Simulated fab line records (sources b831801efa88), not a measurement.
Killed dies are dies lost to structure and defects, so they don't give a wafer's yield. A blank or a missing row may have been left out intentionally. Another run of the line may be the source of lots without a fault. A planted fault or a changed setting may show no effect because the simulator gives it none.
A sampling plan put to the test | flow gf180mcu | 9 faults told of in these records, all on one fab line, each judged by the records of the lots it struck
The line's own looks make up the plan; these are the steps of the route where a gauge or inspection reads the wafer and leaves it unchanged. A look can be judged if struck wafers have a number there and the file gives its usual mean and standard deviation on fault-free wafers. Caught: at a look after the fault's first step, the mean of the struck wafers lies 4 or more of those standard deviations (sigma) from the usual mean. On the tool: the same test on the tool's own readings at the fault's steps. It also counts as caught if the struck wafers ran another recipe or if their record alone is blank.

== THE FAULTS, as the simulator had put them in ==
1. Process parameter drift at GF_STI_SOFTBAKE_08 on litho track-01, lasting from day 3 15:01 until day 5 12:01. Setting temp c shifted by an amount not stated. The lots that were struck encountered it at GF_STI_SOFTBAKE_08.
2. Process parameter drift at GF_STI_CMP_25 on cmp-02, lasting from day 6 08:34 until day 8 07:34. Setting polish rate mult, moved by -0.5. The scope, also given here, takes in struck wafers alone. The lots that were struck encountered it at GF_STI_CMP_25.
3. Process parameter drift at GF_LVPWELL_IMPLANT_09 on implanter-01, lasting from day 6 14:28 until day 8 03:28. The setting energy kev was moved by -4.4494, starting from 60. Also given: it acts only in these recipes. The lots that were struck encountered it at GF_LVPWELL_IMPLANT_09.
4. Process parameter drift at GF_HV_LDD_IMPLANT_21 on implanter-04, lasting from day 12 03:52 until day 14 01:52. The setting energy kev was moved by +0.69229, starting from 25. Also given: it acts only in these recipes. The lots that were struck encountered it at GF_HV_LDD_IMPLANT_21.
5. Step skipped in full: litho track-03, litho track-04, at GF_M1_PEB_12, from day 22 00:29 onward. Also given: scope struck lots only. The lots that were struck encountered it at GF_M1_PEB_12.
6. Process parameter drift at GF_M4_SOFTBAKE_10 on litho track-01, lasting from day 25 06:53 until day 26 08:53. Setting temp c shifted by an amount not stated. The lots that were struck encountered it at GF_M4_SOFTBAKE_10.
7. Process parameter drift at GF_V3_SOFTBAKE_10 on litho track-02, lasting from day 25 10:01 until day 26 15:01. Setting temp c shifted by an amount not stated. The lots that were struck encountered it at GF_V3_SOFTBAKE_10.
8. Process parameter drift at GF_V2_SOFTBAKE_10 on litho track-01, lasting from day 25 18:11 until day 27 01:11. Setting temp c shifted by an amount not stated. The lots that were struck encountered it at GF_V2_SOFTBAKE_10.
9. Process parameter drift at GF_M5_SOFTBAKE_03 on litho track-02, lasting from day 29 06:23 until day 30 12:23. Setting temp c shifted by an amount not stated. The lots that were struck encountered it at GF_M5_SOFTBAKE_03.

== WHAT THE PLAN SAW ==
fault | on the tool itself                               | first look that catches it                      | reading, sigma | median hours from its first step to that look | hours from the fault's start to the first struck lot there | judged looks passed uncaught
1     | heater power total W +59 sigma                   | GF_STI_CD_MEAS_12                               | cd nm -7.7     | 6.2                                           | 8                                                          | 0
2     | time to endpoint s +27 sigma                     | none of the 2 looks that can be judged after it | -              | -                                             | -                                                          | 2
3     | beam energy keV -99 or beyond sigma              | none of the 2 looks that can be judged after it | -              | -                                             | -                                                          | 2
4     | beam energy keV +78 sigma                        | none of the 2 looks that can be judged after it | -              | -                                             | -                                                          | 2
5     | the tool's record is blank for the struck wafers | no look after it can be judged                  | -              | -                                             | -                                                          | 0
6     | heater power total W -75 sigma                   | GF_M4_CD_MEAS_14                                | cd nm +7.2     | 11.0                                          | 11                                                         | 0
7     | heater power total W +99 or beyond sigma         | GF_V3_CD_MEAS_14                                | cd nm +19      | 10.8                                          | 21                                                         | 0
8     | heater power total W +99 or beyond sigma         | GF_V2_CD_MEAS_14                                | cd nm +26      | 10.6                                          | 15                                                         | 0
9     | heater power total W -99 or beyond sigma         | GF_M5_CD_MEAS_07                                | cd nm +20      | 9.1                                           | 12                                                         | 0
A dash: this means the fault isn't caught or the number doesn't appear in these records.

Caught at a look: 5 of 9. Caught on the tool: 9 of 9. By one or the other: 9 of 9.
On the tool alone, faults 2, 3, 4, 5 were caught.

== THINNER SAMPLING ==
If the look that catches a fault measured only every second or every third lot, by lot number, the first struck lot would be measured this late in the worst case:
fault | struck lots at that look, in order of time | every lot | every second lot | every third lot
1     | L851, L852, L858                           | 8 h       | 13 h             | may miss all 3
6     | L827, L829                                 | 11 h      | may miss all 2   | may miss all 2
7     | L936, L937, L938                           | 21 h      | 34 h             | 35 h
8     | L164, L165                                 | 15 h      | 27 h             | may miss all 2
9     | L924, L925                                 | 12 h      | 23 h             | may miss all 2
Hours are from the fault's start to the first struck lot that is measured. Since the struck wafers were tested as one group against 4 sigma, a single lot by itself may lie under the limit. Other struck lots may not be in these records.

== THE LONGEST TIMED WAY FROM STEP TO LOOK ==
Fault 6: a median of 11.0 hours passes between GF_M4_SOFTBAKE_10 and GF_M4_CD_MEAS_14. No look between them can be judged.
